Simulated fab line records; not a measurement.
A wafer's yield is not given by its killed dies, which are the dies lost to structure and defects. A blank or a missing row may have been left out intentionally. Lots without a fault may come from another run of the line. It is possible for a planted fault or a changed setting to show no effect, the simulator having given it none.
fab line records ; flow sky130
record: lots: 14; wafers: 42; lastDay: 50
route steps=708 shown FIELD_ISO@14 NWELL@82
lots that met no fault: from a run of the same line without faults
startH: the number of hours between the record's first day and the start of the first shown wafer of the lot ; waitH: hours elapsed since this lot's preceding step ; " identical to the entry in the row above ; L1.1+2: several wafers, shown together as one row ; - no value, or no start was given ; * or withheld: withheld ; < > ~ a bound
route shown NAME@n: names a module that has steps shown in the file, with the first one's number in the route ; usual: mean/standard deviation of fault-free wafers ; same: alike in all rows ; chamber/n: place in a boat ; sites: per-site readings ; _std_site: how widely they spread, as a standard deviation ; _edge_site: the outer-site mean with the inner-site mean subtracted ; radiusMm: for every site, how far away it sits from the centre of the wafer ; mask NAME#n: copy n ; behind: the last tool/chamber to shape the wafer ; hold: reason for holding the lot/hours on hold/outcome of the hold ; device: the n, p or np transistor that did not switch ; end of line: the same wafers' tests at the end of the route ; a step with no rows: only its recipe ; killed: dies lost to structure and defects at the first sort, not the wafer's yield ; map: a wafer's dies, marking killed ones x, the rest . and places with no die _
set.NAME: the setting that was run; set.NAME@STEP: the one run at that earlier step ; model.NAME: the simulator's own value behind a step, which no gauge read
a sample of lots followed through the steps of the route, with each step as a table and each wafer as a row
services: when a tool's chamber went out of use (startH, in hours from the record's first day, below 0 if earlier), for how many hours, and the reason
== steps ==
step: SKY_FIELD_ISO_CD_MEAS_13
recipe: targetCdNm: 150
usual: cdNm: 150.0/1.4
lot.wafer;tool;chamber;startH;waitH;cdNm
L415.2;cdSem-01;-;29.08;-;149.9
L415.3;cdSem-01;-;29.08;-;149.9
L415.6;cdSem-01;-;29.08;-;150.4
L417.1;cdSem-02;-;39.51;-;152.8
L417.2;cdSem-02;-;39.51;-;152.6
L417.5;cdSem-02;-;39.51;-;152.8
L418.3;cdSem-01;-;47.45;-;149.7
L418.4;cdSem-01;-;47.45;-;148.4
L418.5;cdSem-01;-;47.45;-;147.7
L419.1;cdSem-01;-;51.06;-;150.6
L419.2;cdSem-01;-;51.06;-;150.5
L419.5;cdSem-01;-;51.06;-;150.2
L423.1;cdSem-02;-;74.19;-;149.1
L423.2;cdSem-02;-;74.19;-;147.9
L423.5;cdSem-02;-;74.19;-;148.1
L424.1;cdSem-02;-;80.74;-;150.6
L424.3;cdSem-02;-;80.74;-;150.5
L424.5;cdSem-02;-;80.74;-;149.7
L425.3;cdSem-02;-;80.90;-;149.4
L425.4;cdSem-02;-;80.90;-;149.1
L425.6;cdSem-02;-;80.90;-;151.1
L430.1;cdSem-02;-;108.89;-;150.6
L430.2;cdSem-02;-;108.89;-;152.5
L430.4;cdSem-02;-;108.89;-;150.5
L431.2;cdSem-01;-;115.06;-;150.6
L431.4;cdSem-01;-;115.06;-;151.3
L431.6;cdSem-01;-;115.06;-;150.7
L434.1;cdSem-02;-;130.26;-;149.9
L434.2;cdSem-02;-;130.26;-;149.7
L434.3;cdSem-02;-;130.26;-;148.6
L435.2;cdSem-01;-;133.28;-;147.6
L435.4;cdSem-01;-;133.28;-;147.1
L435.5;cdSem-01;-;133.28;-;149.1
L436.1;cdSem-02;-;137.24;-;149.0
L436.3;cdSem-02;-;137.24;-;149.6
L436.5;cdSem-02;-;137.24;-;149.5
L437.1;cdSem-02;-;141.94;-;149.7
L437.3;cdSem-02;-;141.94;-;149.6
L437.5;cdSem-02;-;141.94;-;150.5
L438.1;cdSem-02;-;152.76;-;151.8
L438.3;cdSem-02;-;152.76;-;152.5
L438.4;cdSem-02;-;152.76;-;152.0
step: SKY_FIELD_ISO_ETCH_17
recipe: targetDepthA: 3420; maskMaterial: Si3N4; chemistry: HBr/Cl2/O2; target: Si; taperDeg: 5; icpW: 600; biasW: 150; pressureMtorr: 15; HBr_flow_sccm: 150; Cl2_flow_sccm: 40; O2_flow_sccm: 6; timeS: 97.7
usual: O2_flow_sccm: 6.001/0.018; drypumpMotorCurrentA: 5.6/0.38; oesProductAu: 0.999/0.015; throttleValvePct: 25.657/0.013
same: timeS: 97.7
lot.wafer;tool;chamber;startH;waitH;O2_flow_sccm;drypumpMotorCurrentA;oesProductAu;rfHoursCounterH;throttleValvePct
L415.2;rieSi-02;3;29.37;0.1;5.986;5.2;0.983;2;25.672
L415.3;rieSi-02;0;29.37;0.1;5.994;5.4;0.979;158;25.687
L415.6;rieSi-02;3;29.37;0.1;5.993;5.2;0.979;-;25.674
L417.1;rieSi-02;1;39.83;0.1;5.990;6.4;0.986;146;25.665
L417.2;rieSi-02;2;39.83;0.1;6.008;6.1;0.997;87;25.652
L417.5;rieSi-02;3;39.83;0.1;6.019;5.2;0.985;-;25.669
L418.3;rieSi-01;1;47.72;0.0;5.987;5.6;1.010;119;25.648
L418.4;rieSi-01;2;47.72;0.0;6.003;5.2;1.022;101;25.629
L418.5;rieSi-01;0;47.72;0.0;5.998;5.4;0.991;-;25.668
L419.1;rieSi-01;2;51.37;0.1;6.016;5.1;1.003;101;25.656
L419.2;rieSi-01;3;51.37;0.1;6.003;5.9;1.030;2;25.642
L419.5;rieSi-01;3;51.37;0.1;6.024;6.0;1.029;-;25.642
L423.1;rieSi-01;1;74.51;0.1;5.994;5.6;1.007;120;25.652
L423.2;rieSi-01;3;74.51;0.1;5.989;5.9;1.013;2;25.650
L423.5;rieSi-01;3;74.51;0.1;5.999;5.9;1.019;-;25.637
L424.1;rieSi-01;3;81.06;0.1;6.021;5.9;1.027;2;25.670
L424.3;rieSi-01;0;81.06;0.1;5.991;5.4;0.995;116;25.642
L424.5;rieSi-01;0;81.06;0.1;5.994;5.4;1.010;-;25.664
L425.3;rieSi-02;1;81.18;0.0;6.002;6.3;0.976;147;25.679
L425.4;rieSi-02;2;81.18;0.0;6.010;6.1;0.979;87;25.664
L425.6;rieSi-02;3;81.18;0.0;5.999;5.2;0.969;-;25.681
L430.1;rieSi-01;0;109.21;0.1;6.003;5.4;0.994;116;25.655
L430.2;rieSi-01;3;109.21;0.1;6.003;5.9;1.029;2;25.644
L430.4;rieSi-01;2;109.21;0.1;6.008;5.2;0.999;102;25.653
L431.2;rieSi-01;2;115.36;0.1;5.999;5.2;1.020;102;25.643
L431.4;rieSi-01;3;115.36;0.1;5.977;5.9;1.014;2;25.640
L431.6;rieSi-01;3;115.36;0.1;5.997;5.9;1.031;-;25.639
L434.1;rieSi-02;0;130.58;0.1;6.018;5.5;0.992;1;25.660
L434.2;rieSi-02;2;130.58;0.1;5.996;6.1;0.992;88;25.648
L434.3;rieSi-02;3;130.58;0.1;6.035;5.1;0.987;3;25.671
L435.2;rieSi-01;0;133.58;0.1;5.958;5.4;0.993;117;25.649
L435.4;rieSi-01;1;133.58;0.1;6.009;5.6;1.012;120;25.651
L435.5;rieSi-01;1;133.58;0.1;6.032;5.6;1.017;-;25.659
L436.1;rieSi-02;1;137.56;0.1;6.005;6.3;0.989;0;25.683
L436.3;rieSi-02;2;137.56;0.1;5.994;6.1;0.998;88;25.650
L436.5;rieSi-02;0;137.56;0.1;6.008;5.5;0.995;-;25.654
L437.1;rieSi-01;1;142.26;0.1;6.019;5.5;1.016;120;25.651
L437.3;rieSi-01;3;142.26;0.1;5.948;5.9;1.016;2;25.650
L437.5;rieSi-01;3;142.26;0.1;6.015;5.9;1.019;-;25.630
L438.1;rieSi-01;2;153.08;0.1;5.996;5.2;1.010;102;25.645
L438.3;rieSi-01;0;153.08;0.1;5.975;5.4;0.996;117;25.660
L438.4;rieSi-01;3;153.08;0.1;6.001;6.0;1.013;2;25.643
step: SKY_FIELD_ISO_ANNEAL_26
recipe: tempC: 1000; timeS: 1800; ambient: N2
usual: spikeTcBottomC: 1018.7/1; spikeTcCentreC: 1000.9/1.1; timeS: 1800/0; zonePowerBottomPct: 31.4/1; zonePowerTopPct: 45/7.6
lot.wafer;tool;chamber;startH;waitH;spikeTcBottomC;spikeTcCentreC;timeS;zonePowerBottomPct;zonePowerTopPct
L415.2;furnace-02;0;33.10;1.4;1017.8;1000.6;1800;30.6;51
L415.3;furnace-02;0;33.10;1.4;1018.0;1000.6;1800;30.9;51
L415.6;furnace-02;0;33.10;1.4;1018.5;1002.1;1800;30.8;51
L417.1;furnace-02;0;44.61;1.4;1019.5;1001.6;1800;30.5;50
L417.2;furnace-02;0;44.61;1.4;1017.5;1000.5;1800;30.8;50
L417.5;furnace-02;0;44.61;1.4;1020.6;1000.5;1800;30.6;51
L418.3;furnace-02;0;50.77;1.4;1018.6;1003.3;1800;30.6;50
L418.4;furnace-02;0;50.77;1.4;1018.8;1001.0;1800;30.3;51
L418.5;furnace-02;0;50.77;1.4;1017.5;1001.4;1800;30.8;51
L419.1;furnace-01;0;62.87;5.1;1019.3;1000.0;1800;32.0;35
L419.2;furnace-01;0;62.87;5.1;1020.0;1001.8;1800;32.9;35
L419.5;furnace-01;0;62.87;5.1;1018.5;999.3;1800;32.2;35
L423.1;furnace-02;0;76.21;0.1;1017.8;1003.6;1800;30.6;50
L423.2;furnace-02;0;76.21;0.1;1019.5;1001.5;1800;30.7;50
L423.5;furnace-02;0;76.21;0.1;1017.3;1000.8;1800;31.1;51
L424.1;furnace-02;0;84.34;1.6;1016.5;1000.1;1800;31.1;51
L424.3;furnace-02;0;84.34;1.6;1018.0;1001.6;1800;29.8;50
L424.5;furnace-02;0;84.34;1.6;1019.4;1000.3;1800;31.0;50
L425.3;furnace-02;0;84.34;1.4;1016.4;1000.6;1800;31.0;50
L425.4;furnace-02;0;84.34;1.4;1017.1;1000.9;1800;31.4;50
L425.6;furnace-02;0;84.34;1.4;1019.2;1000.8;1800;30.3;50
L430.1;furnace-01;-;111.09;0.1;-;-;-;-;-
L430.2;furnace-01;-;111.09;0.1;-;-;-;-;-
L430.4;furnace-01;-;111.09;0.1;-;-;-;-;-
L431.2;furnace-01;-;117.07;0.0;-;-;-;-;-
L431.4;furnace-01;-;117.07;0.0;-;-;-;-;-
L431.6;furnace-01;-;117.07;0.0;-;-;-;-;-
L434.1;furnace-01;0;133.36;0.1;1018.7;999.5;1800;32.7;35
L434.2;furnace-01;0;133.36;0.1;1019.9;997.9;1800;32.7;35
L434.3;furnace-01;0;133.36;0.1;1019.8;1000.0;1800;32.8;35
L435.2;furnace-02;0;135.38;0.0;1018.8;1002.2;1800;30.7;50
L435.4;furnace-02;0;135.38;0.0;1017.4;1000.5;1800;30.7;52
L435.5;furnace-02;0;135.38;0.0;1019.6;1000.1;1800;30.7;51
L436.1;furnace-01;0;139.75;0.1;1018.5;1001.4;1800;32.9;35
L436.3;furnace-01;0;139.75;0.1;1019.9;1000.4;1800;32.5;35
L436.5;furnace-01;0;139.75;0.1;1017.5;999.2;1800;33.4;35
L437.1;furnace-02;0;145.50;1.2;1020.1;1000.7;1800;30.5;51
L437.3;furnace-02;0;145.50;1.2;1018.9;1004.0;1800;30.7;50
L437.5;furnace-02;0;145.50;1.2;1019.5;1001.4;1800;31.0;51
L438.1;furnace-02;0;154.79;0.1;1019.2;1001.0;1800;31.0;50
L438.3;furnace-02;0;154.79;0.1;1018.1;1001.9;1800;30.9;50
L438.4;furnace-02;0;154.79;0.1;1018.1;1000.9;1800;30.5;51
step: SKY_NWELL_RS_MEAS_29
recipe: thkMeasGauge: four-point-probe
usual: NWELL_RS: 624.2/1.8
lot.wafer;tool;chamber;startH;waitH;NWELL_RS[ohm/sq]
L415.2;filmMetro-01;-;103.12;0.1;623.2
L415.3;filmMetro-01;-;103.12;0.1;625.3
L415.6;filmMetro-01;-;103.12;0.1;622.9
L417.1;filmMetro-01;-;116.61;0.1;624.5
L417.2;filmMetro-01;-;116.61;0.1;624.9
L417.5;filmMetro-01;-;116.61;0.1;626.0
L418.3;filmMetro-02;-;128.69;0.1;624.7
L418.4;filmMetro-02;-;128.69;0.1;626.2
L418.5;filmMetro-02;-;128.69;0.1;627.7
L419.1;filmMetro-04;-;140.11;0.1;625.3
L419.2;filmMetro-04;-;140.11;0.1;625.6
L419.5;filmMetro-04;-;140.11;0.1;626.3
L423.1;filmMetro-04;-;152.38;0.1;623.4
L423.2;filmMetro-04;-;152.38;0.1;623.3
L423.5;filmMetro-04;-;152.38;0.1;622.8
L425.3;filmMetro-04;-;164.52;0.1;622.4
L425.4;filmMetro-04;-;164.52;0.1;625.5
L425.6;filmMetro-04;-;164.52;0.1;624.6
L424.1;filmMetro-02;-;166.94;0.1;626.2
L424.3;filmMetro-02;-;166.94;0.1;628.1
L424.5;filmMetro-02;-;166.94;0.1;626.5
L434.1;filmMetro-04;-;220.92;0.1;621.1
L434.2;filmMetro-04;-;220.92;0.1;619.7
L434.3;filmMetro-04;-;220.92;0.1;621.0
L435.2;filmMetro-04;-;224.28;0.1;622.2
L435.4;filmMetro-04;-;224.28;0.1;623.3
L435.5;filmMetro-04;-;224.28;0.1;623.2
L436.1;filmMetro-01;-;228.26;0.1;622.9
L436.3;filmMetro-01;-;228.26;0.1;622.5
L436.5;filmMetro-01;-;228.26;0.1;621.8
L437.1;filmMetro-04;-;234.88;0.1;623.0
L437.3;filmMetro-04;-;234.88;0.1;623.0
L437.5;filmMetro-04;-;234.88;0.1;621.8
L438.1;filmMetro-01;-;246.73;0.1;626.4
L438.3;filmMetro-01;-;246.73;0.1;628.1
L438.4;filmMetro-01;-;246.73;0.1;626.7
== services ==
tool;chamber;startH;hours;kind
furnace-02;-;22.45;3.4;pm
rieSi-02;0;44.39;-;clean
rieSi-02;0;44.39;15.8;scheduledDown
rieSi-02;0;44.39;15.8;ventCycle
furnace-01;-;82.57;4.3;pm
rieSi-02;1;95.45;8.2;repair
rieSi-02;1;103.67;-;clean
rieSi-02;1;103.67;26.8;scheduledDown
rieSi-02;1;103.67;26.8;ventCycle
== key ==
firstSign: step: SKY_FIELD_ISO_ANNEAL_26; reading: toolRecord; direction: missing
effect none on later readings
metAt SKY_FIELD_ISO_ANNEAL_26
struckLots L430,L431
laterRowsLeftOut L430.1,L430.2,L430.4,L431.2,L431.4,L431.6
sortLeftOut L430.1,L430.2,L430.4,L431.2,L431.4,L431.6
testerLeftOut L430,L431
notActingAt SKY_FIELD_ISO_CD_MEAS_13,SKY_FIELD_ISO_ETCH_17,SKY_NWELL_RS_MEAS_29
onsetBetween 62.87 111.09
fault: kind: skippedStepWhole; tool: furnace-01; chamber: -; onsetH: 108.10; steps: SKY_FIELD_ISO_ANNEAL_26; scope: struckLotsOnly
testerLeftOut: of these lots the tester's yield and bins aren't shown, on N5 and GAA mostly nor the transistor test; their killed dies are dies lost to structure and defects alone, not to doping, threshold or leakage, so they don't give the yield
sortLeftOut: the simulated sort isn't trusted on such a fault, so these wafers' sort isn't shown, and their yield isn't known
laterRowsLeftOut: the simulator's readings of these wafers behind a module that went badly wrong aren't trusted and aren't shown, but for the sort
